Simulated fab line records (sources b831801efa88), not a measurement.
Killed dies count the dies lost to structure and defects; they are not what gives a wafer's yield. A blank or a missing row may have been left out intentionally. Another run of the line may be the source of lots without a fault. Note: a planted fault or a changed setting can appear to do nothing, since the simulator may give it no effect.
Check of tool commonality -- flow gf180mcu -- Sampled: 12 lots, 36 wafers

## REASON IT WAS OPENED
2 of 12 lots carry a flag on the reading NSD_RS at GF_PSD_RS_MEAS_14. Fault-free wafers read 46.16 ohm/sq, with a standard deviation of 0.097.
Rule: a lot is flagged when every wafer of it that has a number lies more than 4 standard deviations from that mean, or none has a number. As for the other lots, they are considered sound.

lot,measured,on,"NSD_RS (ohm/sq), wafer by wafer",flag
L185,day 14 04:14,filmMetro-04,46.13 46.29 46.24,
L186,day 14 13:35,filmMetro-01,46.24 46.25 46.17,
L187,day 14 21:07,filmMetro-01,46.15 46.33 46.21,
L195,day 17 13:50,filmMetro-01,46.17 46.12 46.14,
L196,day 17 21:37,filmMetro-04,46.14 46.10 46.21,
L198,day 18 11:38,filmMetro-04,47.79 47.63 47.73,FLAGGED
L199,day 18 23:05,filmMetro-02,47.77 47.76 47.84,FLAGGED
L203,day 20 11:41,filmMetro-02,46.10 46.12 46.08,
L205,day 21 06:07,filmMetro-04,46.09 46.19 46.14,
L206,day 21 21:22,filmMetro-01,46.18 46.27 46.24,
L208,day 22 06:58,filmMetro-02,45.94 45.96 46.10,
L207,day 22 09:19,filmMetro-01,46.27 46.23 46.22,
The mean of the flagged lots' numbers is 47.75 ohm/sq, +1.59 ohm/sq from the usual (+16 standard deviations).

## LOT BY LOT: THE TOOL USED
The record holds 1 process step before the reading, out of a route of 602 steps. Every cell lists first the tool, next ch and the chambers used by the sampled wafers, and last the start.
lot,flag,GF_PSD_RTA_13
L185,,"rtpAnneal-02 ch 0, day 14 04:09"
L186,,"rtpAnneal-02 ch 0, day 14 13:29"
L187,,"rtpAnneal-02 ch 0, day 14 20:57"
L195,,"rtpAnneal-02 ch 0, day 17 13:44"
L196,,"rtpAnneal-02 ch 0, day 17 21:32"
L198,FLAGGED,"rtpAnneal-02 ch 0, day 18 11:33"
L199,FLAGGED,"rtpAnneal-02 ch 0, day 18 22:55"
L203,,"rtpAnneal-01 ch 0, day 20 11:36"
L205,,"rtpAnneal-02 ch 0, day 21 06:01"
L206,,"rtpAnneal-02 ch 0, day 21 21:17"
L208,,"rtpAnneal-02 ch 0, day 22 06:53"
L207,,"rtpAnneal-01 ch 0, day 22 09:13"
What these steps do:
- GF_PSD_RTA_13: time 20 s.
- GF_PSD_RS_MEAS_14: measures by four-point-probe.

## FLAGGED OVER TOTAL, TOOL BY TOOL (the gauges that took the reading come last)
step,tool,lots run,flagged,share of the flagged lots,sound lots run after its first flagged lot
GF_PSD_RTA_13,rtpAnneal-01,2,0,none,-
GF_PSD_RTA_13,rtpAnneal-02,10,2,all,"3 (L205,L206,L208)"
GF_PSD_RS_MEAS_14,filmMetro-01,5,0,none,-
GF_PSD_RS_MEAS_14,filmMetro-02,3,1,some,"2 (L203,L208)"
GF_PSD_RS_MEAS_14,filmMetro-04,4,1,some,1 (L205)

## WHAT THE TABLE PERMITS
All flagged lots share 1 row of the table, namely rtpAnneal-02 at GF_PSD_RTA_13.
- rtpAnneal-02 at GF_PSD_RTA_13 ran 10 lots, 2 of them flagged. After the first flagged lot (L205, L206, L208), sound lots still ran on it; a lasting fault on the whole tool would not permit that.
None of the table's rows ran every flagged lot and, after the first, no sound lot.

## WHAT THE SIMULATOR HAD PUT IN
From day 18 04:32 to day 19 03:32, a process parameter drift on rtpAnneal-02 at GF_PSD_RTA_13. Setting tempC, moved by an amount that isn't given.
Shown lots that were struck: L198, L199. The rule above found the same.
